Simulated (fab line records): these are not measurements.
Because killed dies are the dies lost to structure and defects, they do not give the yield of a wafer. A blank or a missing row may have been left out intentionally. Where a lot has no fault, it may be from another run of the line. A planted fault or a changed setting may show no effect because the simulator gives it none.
A struck lot beside a sound one	flow sky130	14 out of 708 route steps
Sound: wafers L504.1, L504.2, L504.4. Wafers L501.1, L501.2, L501.3 were the ones struck. The cause comes at the end.
At each step with rows: each side's tool, then ch and its chambers, then its first start. Under that, the readings that differ: sound wafers	struck wafers	difference of the means	sigmas: that difference in standard deviations of wafers without a fault.
alike: a reading whose means differ by less than 2 such deviations, as well as words and numbers matching on both sides. not compared: withheld readings; readings where some wafer has no value; bounds like >300 that might hide an equal value; numbers whose values overlap and for which the record gives no deviation.
Wherever a step has rows on one side only, a row that says differs or no value, or a row with sigmas, the two part there. Non-overlapping numbers with no deviation appear without sigmas and do not part them. Lack of a reading on every wafer of one side parts them only where that side has two or more wafers.

SKY_CONTACT_CVD_00: deposits Si3N4, target thk 75 nm.
  sound on pecvd-02 ch 1,2, day 35 21:05; struck on pecvd-03 ch 0,1,2, day 33 19:26
reading	sound	struck	difference	sigmas
heaterPowerW (W)	552 702 557	908 836 716	+216	+2
SKY_CONTACT_THK_MEAS_01:
  struck on filmMetro-02, day 33 19:29; sound on filmMetro-01, day 35 21:07
  alike: CONTACT_CVD_00_THK
then, 1 step without rows for these wafers: SKY_CONTACT_HDPCVD_02 (deposits SiO2, target thk 565 nm, time 94.2 s).
SKY_CONTACT_THK_MEAS_03:
  struck on filmMetro-01, day 33 19:37; sound on filmMetro-03, day 35 21:14
  alike: CONTACT_HDPCVD_THK
SKY_CONTACT_CMP_04: polishes SiO2.
  sound on cmp-01 ch 1,2,3, day 35 21:18; struck on cmp-02 ch 0,1,2, day 33 19:43
  alike: motorCurrentA, retainingRingPressureFrac, slurryFlowMlMin, timeToEndpointS
SKY_CONTACT_BOW_MEAS_05:
  struck on filmMetro-01, day 33 19:58; sound on filmMetro-02, day 35 21:36
  alike: CONTACT_BOW
then, 6 steps without rows for these wafers: SKY_CONTACT_DEHYDRATE_06 (time 60 s); SKY_CONTACT_HMDS_07 (prime time 60 s); SKY_CONTACT_COAT_08 (resist thk 60 nm); SKY_CONTACT_COAT_09 (resist thk 450 nm); SKY_CONTACT_SOFTBAKE_10 (time 90 s); SKY_CONTACT_EXPOSE_11 (exposes mask CTM1, target cd 170 nm).
SKY_CONTACT_PEB_12:
  struck on lithoTrack-02, day 34 23:00; sound on lithoTrack-02 ch 0, day 36 23:00
reading	sound	struck	difference	sigmas
exhaustPa (Pa)	46.4 44.3 45.6	- - -	no value on the struck wafers	
  not compared: chillPlateTempC
then, 1 step without rows for these wafers: SKY_CONTACT_DEVELOP_13 (develop time 60 s).

== WHERE THEY PART ==
Last at SKY_CONTACT_PEB_12 as far as this record goes, first at SKY_CONTACT_CVD_00.

WHY: what the simulator had put in
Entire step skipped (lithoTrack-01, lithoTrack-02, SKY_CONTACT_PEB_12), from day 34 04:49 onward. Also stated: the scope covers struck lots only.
